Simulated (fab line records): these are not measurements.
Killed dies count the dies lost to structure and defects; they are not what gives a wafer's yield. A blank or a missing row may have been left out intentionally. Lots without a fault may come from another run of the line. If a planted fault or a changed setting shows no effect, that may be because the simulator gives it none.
The tool behind it: which one? ; flow gf180mcu ; 6 lots (18 wafers sampled), 1 step of a 602-step route

## WHAT THE GAUGES READ, wafer by wafer
GF_STI_THK_MEAS_02.
lot;measured;on;STI_OXIDATION_THK (nm)
L599;day 2 17:55;filmMetro-02;10.01 10.15 10.06
L602;day 3 08:38;filmMetro-01;9.97 9.91 9.94
L604;day 3 18:31;filmMetro-01;9.95 9.82 9.85
L612;day 5 10:31;filmMetro-03;9.84 9.92 9.98
L614;day 5 23:13;filmMetro-03;10.01 10.06 10.05
L616;day 6 06:31;filmMetro-02;10.02 9.87 10.06

## EACH LOT AND THE TOOL THAT RAN IT (in order: tool; ch and the chambers of the sampled wafers; start)
There is no process step in the record ahead of these readings.

## THE ANSWER, worked out from the rows above alone
Rule: what is usual is taken from the lots themselves. The widest of any qualifying gaps counts: lots, ordered by their means at a reading, are off when they make up no more than a third of the lots, leave a main group of 4 or more, and stand apart from it by 3 or more times the standard deviation of that group's means. The tables above print the reading to a certain number of digits; a main group whose means all agree to those digits is not used. A lot without any number at a reading at which 4 lots or more have one is off too. Any other lot the step has rows for is counted as sound.
No lot is off at any reading shown: from this, nothing can be told.

## WHAT THE SIMULATOR HAD PUT IN
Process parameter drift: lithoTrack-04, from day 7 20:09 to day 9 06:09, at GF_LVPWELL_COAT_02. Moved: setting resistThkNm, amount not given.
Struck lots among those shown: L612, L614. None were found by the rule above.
